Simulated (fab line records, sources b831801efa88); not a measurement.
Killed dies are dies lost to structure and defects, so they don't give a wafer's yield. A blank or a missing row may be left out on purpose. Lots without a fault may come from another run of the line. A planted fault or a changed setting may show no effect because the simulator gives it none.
Which tool did it? | flow gf180mcu | 12 lots, 36 wafers sampled, at 4 steps of a route of 602

WHAT THE GAUGES READ, wafer by wafer
GF_V4_OVL_MEAS_15. Usual: V4_OVL 4 nm, standard deviation 6.1.
lot  | measured     | on         | V4_OVL (nm) | flag
L773 | day 24 10:38 | overlay-02 | 3 8 4       |
L776 | day 25 08:37 | overlay-02 | 11 3 8      |
L779 | day 26 12:44 | overlay-01 | -7 -1 -3    |
L781 | day 27 08:07 | overlay-01 | 1 9 9       |
L782 | day 27 11:56 | overlay-01 | 14 7 6      |
L783 | day 27 18:50 | overlay-01 | 1 1 -1      |
L784 | day 28 04:22 | overlay-01 | 12 12 12    |
L785 | day 28 06:14 | overlay-01 | 3 -2 2      |
L786 | day 28 14:50 | overlay-01 | 6 2 5       |
L787 | day 28 18:34 | overlay-01 | -9 -5 1     |
L789 | day 29 14:02 | overlay-02 | 7 9 3       |
L796 | day 31 06:32 | overlay-02 | -3 -6 -6    |

WHICH TOOL RAN EACH LOT (tool, then ch and the chambers of the sampled wafers, then the start)
lot  | GF_V2_ETCH_16                      | GF_M3_SPUTTER_01             | GF_V4_CMP_04
L773 | rie_diel-04 ch 2,3, day 20 06:55   | pvd_sputter-03, day 20 08:22 | cmp-01 ch 2,3, day 23 12:16
L776 | rie_diel-04 ch 1,2, day 21 07:10   | pvd_sputter-02, day 21 08:38 | cmp-02 ch 1,3, day 24 10:37
L779 | rie_diel-01 ch 1,2, day 22 14:16   | pvd_sputter-03, day 22 15:43 | cmp-01 ch 1,2, day 25 15:26
L781 | rie_diel-01 ch 0,2,3, day 23 13:34 | pvd_sputter-03, day 23 15:02 | cmp-01 ch 0,3, day 26 11:23
L782 | rie_diel-01 ch 1,2, day 23 16:31   | pvd_sputter-03, day 23 17:58 | cmp-01 ch 0,3, day 26 15:18
L783 | rie_diel-04 ch 1,2,3, day 24 00:55 | pvd_sputter-04, day 24 02:22 | cmp-01 ch 1,3, day 26 22:13
L784 | rie_diel-01 ch 0,1,3, day 24 11:58 | pvd_sputter-03, day 24 13:25 | cmp-01 ch 2,3, day 27 08:21
L785 | rie_diel-04 ch 0,3, day 24 13:52   | pvd_sputter-03, day 24 15:19 | cmp-02 ch 1,2,3, day 27 10:16
L786 | rie_diel-04 ch 0,1, day 24 22:52   | pvd_sputter-04, day 25 00:35 | cmp-02 ch 0,2,3, day 27 19:04
L787 | rie_diel-04 ch 1,2,3, day 25 02:55 | pvd_sputter-04, day 25 04:25 | cmp-02 ch 0,2,3, day 27 22:58
L789 | rie_diel-01 ch 1,2, day 26 01:28   | pvd_sputter-03, day 26 02:55 | cmp-02 ch 0,2,3, day 28 19:01
L796 | rie_diel-04 ch 2,3, day 27 23:16   | pvd_sputter-02, day 28 00:43 | cmp-01 ch 0,1,2, day 30 13:17
- GF_V2_ETCH_16: etches BARC in N2/H2.
- GF_M3_SPUTTER_01: material TiN, target thk 30 nm, time 25 s.
- GF_V4_CMP_04: polishes SiO2.

WHAT THE TOOLS THEMSELVES READ (means of the sampled wafers that have a number; where no wafer has one, the mark that the record gives instead)
GF_V2_ETCH_16. Usual: drypump_motor_current_A 5.9 A, standard deviation 0.46; n2_flow_sccm 100.03 sccm, standard deviation 0.3; oes_product_au 0.854 a.u., standard deviation 0.0051; throttle_valve_pct 13.225 %, standard deviation 0.0088.
lot  | tool        | drypump_motor_current_A (A) | n2_flow_sccm (sccm) | oes_product_au (a.u.) | throttle_valve_pct (%) | flag
L773 | rie_diel-04 | 5.4                         | 99.77               | 0.853                 | 13.240                 |
L776 | rie_diel-04 | 6.2                         | 100.33              | 0.855                 | 13.226                 |
L779 | rie_diel-01 | 6.2                         | 100.22              | 0.852                 | 13.225                 |
L781 | rie_diel-01 | 5.8                         | 100.22              | 0.855                 | 13.220                 |
L782 | rie_diel-01 | 6.0                         | 99.79               | 0.858                 | 13.229                 |
L783 | rie_diel-04 | 5.9                         | 100.04              | 0.852                 | 13.221                 |
L784 | rie_diel-01 | 5.7                         | 100.05              | 0.858                 | 13.224                 |
L785 | rie_diel-04 | 6.0                         | 100.02              | 0.854                 | 13.221                 |
L786 | rie_diel-04 | 6.5                         | 100.18              | 0.853                 | 13.232                 |
L787 | rie_diel-04 | 5.9                         | 99.88               | 0.858                 | 13.236                 |
L789 | rie_diel-01 | 6.0                         | 99.97               | 0.858                 | 13.228                 |
L796 | rie_diel-04 | 5.4                         | 100.35              | 0.853                 | 13.227                 |

GF_M3_SPUTTER_01. Usual: throttle_valve_pct 30.0 %, standard deviation 0.72.
lot  | tool           | throttle_valve_pct (%) | flag
L773 | pvd_sputter-03 | 29.9                   |
L776 | pvd_sputter-02 | 30.3                   |
L779 | pvd_sputter-03 | 29.8                   |
L781 | pvd_sputter-03 | 29.6                   |
L782 | pvd_sputter-03 | 29.7                   |
L783 | pvd_sputter-04 | 29.4                   |
L784 | pvd_sputter-03 | 29.7                   |
L785 | pvd_sputter-03 | 30.4                   |
L786 | pvd_sputter-04 | 28.8                   |
L787 | pvd_sputter-04 | 29.3                   |
L789 | pvd_sputter-03 | 29.7                   |
L796 | pvd_sputter-02 | 31.0                   |

GF_V4_CMP_04. Usual: motor_current_A 12.1 A, standard deviation 1.4; platen_rpm 60.01 rpm, standard deviation 0.037; time_to_endpoint_s 80 s, standard deviation 4.2.
lot  | tool   | motor_current_A (A) | platen_rpm (rpm) | time_to_endpoint_s (s) | flag
L773 | cmp-01 | 12.8                | 59.99            | 82                     |
L776 | cmp-02 | 11.2                | 60.01            | 79                     |
L779 | cmp-01 | 10.9                | 59.99            | 83                     |
L781 | cmp-01 | 12.2                | 60.01            | 82                     |
L782 | cmp-01 | 12.2                | 60.02            | 76                     |
L783 | cmp-01 | 12.1                | 60.01            | 79                     |
L784 | cmp-01 | 13.3                | 60.00            | 80                     |
L785 | cmp-02 | 11.9                | 59.99            | 80                     |
L786 | cmp-02 | 12.6                | 60.03            | 79                     |
L787 | cmp-02 | 12.7                | 59.97            | 87                     |
L789 | cmp-02 | 12.7                | 60.01            | 85                     |
L796 | cmp-01 | 11.2                | 60.04            | 80                     |

THE ANSWER, worked out from the rows above alone
Rule: a lot is off if the mean of its wafers that have a number lies more than 3 standard deviations from the usual mean. A lot without any number at a reading at which 4 lots or more have one is off too. The other lots that the step has rows for count as sound. The gauges are gone through in route order, then the tools' own readings, and for those a lot's mean is taken as printed above. The first step at which some lot is off is used, and at that step the reading that is off furthest; a lot without a number counts as furthest.
No lot is off at any reading shown: from this, nothing can be told.

WHAT THE SIMULATOR HAD PUT IN
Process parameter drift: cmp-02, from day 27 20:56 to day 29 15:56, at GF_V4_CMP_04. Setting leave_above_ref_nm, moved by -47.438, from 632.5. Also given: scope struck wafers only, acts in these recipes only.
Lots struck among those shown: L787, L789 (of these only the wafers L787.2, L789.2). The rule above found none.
